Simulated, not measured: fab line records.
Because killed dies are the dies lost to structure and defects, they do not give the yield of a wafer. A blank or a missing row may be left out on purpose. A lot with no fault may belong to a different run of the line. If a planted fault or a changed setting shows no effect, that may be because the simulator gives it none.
A lot that was struck, set against a sound lot | flow sfq_line | 14 out of 325 route steps
Sound: wafers L601.1, L601.3, L601.4. Struck: wafer L618.6. (L618.5 of the same lot was not struck and is left out.) The cause comes at the end.
At each step with rows: each side's tool, then ch and its chambers, then its first start. Under that, the readings that differ: sound wafers | struck wafers | difference of the means | sigmas: that difference in standard deviations of wafers without a fault.
alike: readings whose means differ by less than 2 such deviations, and words and numbers that are the same on both sides. not compared: withheld readings, readings that some wafer has no value for, bounds like >300 that may hide the same value, and numbers for which the record gives no deviation and whose values overlap.
Wherever a step has rows on one side only, a row that says differs or no value, or a row with sigmas, the two part there. Non-overlapping numbers with no deviation appear without sigmas and do not part them. A reading missing from all wafers of one side parts the sides only when that side holds two or more wafers.

first, 2 steps without rows for these wafers: SFQ_TRILAYER_C5_STRIP_SOLV_CLEAN_156 (cleans in NMP, time 600 s); SFQ_TRILAYER_M6_DEP_PRE_CLEAN_158 (time 22.5 s).
SFQ_TRILAYER_M6_DEP_SPUTTER_157: material Nb, target thk 200 nm, time 133.3 s.
  sound: pvd_sputter-04 at day 58 17:42; struck: pvd_sputter-05 at day 71 14:10
  alike: throttle_valve_pct
SFQ_M6_RS_MEAS_938: measurement is done with a four-point probe.
  sound: film_metro-03 at day 58 17:47; struck: film_metro-04 at day 71 14:17
  alike: M6_NB_RS
then, 6 steps without rows for these wafers: SFQ_TRILAYER_M6_LITHO_COAT_164 (resist thk 62 nm); SFQ_TRILAYER_M6_LITHO_COAT_159 (resist thk 600 nm); SFQ_TRILAYER_M6_LITHO_SOFTBAKE_163; SFQ_TRILAYER_M6_LITHO_EXPOSE_160 (exposes mask M6, target cd 500 nm); SFQ_TRILAYER_M6_LITHO_PEB_162 (peb time 60 s); SFQ_TRILAYER_M6_LITHO_DEVELOP_161 (time 60 s).
-- the record jumps here: 3 days lie between the struck wafers' starts before and after --
SFQ_M6_OVL_MEAS_940:
  sound: overlay-02 at day 63 09:22; struck: overlay-02 at day 75 00:34
  alike: M6_OVL
SFQ_TRILAYER_M6_BARC_OPEN_METAL_ETCH_206: etches BARC in O2, target depth 125 nm, time 41.7 s.
  sound on rie_metal-01 ch 0,1, day 63 09:25; struck on rie_metal-02 ch 1, day 75 00:37
  reading                                             | sound             | struck | difference | sigmas
  model.KrF_of_TRILAYER_M6_LITHO_COAT_159.thk_nm (nm) | 523.8 525.1 526.8 | 533.8  | +8.6       |
  alike: drypump_motor_current_A, he_backside_leak_sccm, oes_product_au
  not compared: rf_hours_counter_h
SFQ_TRILAYER_M6_ETCH_METAL_ETCH_162: etches Nb in Cl2/Ar, stops on SiO2, target depth 240 nm, time 120 s.
  sound on rie_metal-01 ch 0,1, day 63 09:28; struck on rie_metal-02 ch 1, day 75 00:43
  reading                                             | sound         | struck | difference | sigmas
  model.KrF_of_TRILAYER_M6_LITHO_COAT_159.thk_nm (nm) | 384 385.7 387 | 395.3  | +9.7       |
  alike: drypump_motor_current_A, he_backside_leak_sccm, oes_product_au
  not compared: rf_hours_counter_h
SFQ_TRILAYER_M6_STRIP_STRIP_163: strips in O2.
  sound on rie_metal-01 ch 0,1, day 63 09:35; struck on rie_metal-02 ch 1, day 75 01:10
  alike: drypump_motor_current_A, he_backside_leak_sccm, oes_product_au
  not compared: rf_hours_counter_h

== WHERE THEY PART ==
Nowhere in this record.

WHY: whatever the simulator had introduced
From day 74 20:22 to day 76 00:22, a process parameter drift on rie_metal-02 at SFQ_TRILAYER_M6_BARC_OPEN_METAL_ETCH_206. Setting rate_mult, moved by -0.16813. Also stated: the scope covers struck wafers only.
